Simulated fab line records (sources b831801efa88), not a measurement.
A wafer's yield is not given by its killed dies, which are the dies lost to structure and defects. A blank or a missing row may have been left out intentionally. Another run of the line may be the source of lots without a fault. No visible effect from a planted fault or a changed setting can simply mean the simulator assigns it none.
Chamber matching + flow sky130 + 4 sister chambers for SKY_PASSIVATION_ETCH_11 on rieDiel-01
The step etches the open film in CF4/O2, stops on AlCu, target depth 725 nm, time 161.1 s. 4 wafers are shown with their chamber, then 7 later ones without.

== WAFERS WITH THEIR CHAMBER ==
| wafer  | chamber | drypumpMotorCurrentA (A) |
|--------|---------|--------------------------|
| L648.1 | 1       | 6.8                      |
| L650.6 | 3       | 5.7                      |
| L652.1 | 2       | 6.4                      |
| L652.2 | 0       | 5.3                      |

== WAFERS WITH NO CHAMBER GIVEN ==
| wafer  | drypumpMotorCurrentA (A) |
|--------|--------------------------|
| L652.3 | 5.7                      |
| L655.2 | 5.7                      |
| L655.3 | 5.4                      |
| L655.5 | 6.7                      |
| L657.1 | 6.4                      |
| L657.2 | 6.8                      |
| L657.3 | 5.4                      |

== WHICH CHAMBER EACH ONE RAN IN ==
| wafer  | from the rows above | in truth |
|--------|---------------------|----------|
| L652.3 | 3                   | 3        |
| L655.2 | 3                   | 3        |
| L655.3 | 0                   | 0        |
| L655.5 | 1                   | 1        |
| L657.1 | 2                   | 2        |
| L657.2 | 1                   | 1        |
| L657.3 | 0                   | 0        |
7 of 7 placed correctly. Left unplaced by these rows: 0. Wrongly placed: 0.
How it was worked out, from the rows above alone: a wafer's distance from a chamber is the root of the sum, over the readings, of the square of ((its reading less the chamber's mean) divided by the reading's scatter). If the next closest chamber is less than 2 further off than the closest, the wafer can't be placed; otherwise it belongs to the closest. For every chamber, the mean is computed from those of its wafers that are shown. The scatter (one wafer shown for each chamber): square how far every hidden wafer sits from the nearest shown wafer, average those squares and take the square root.
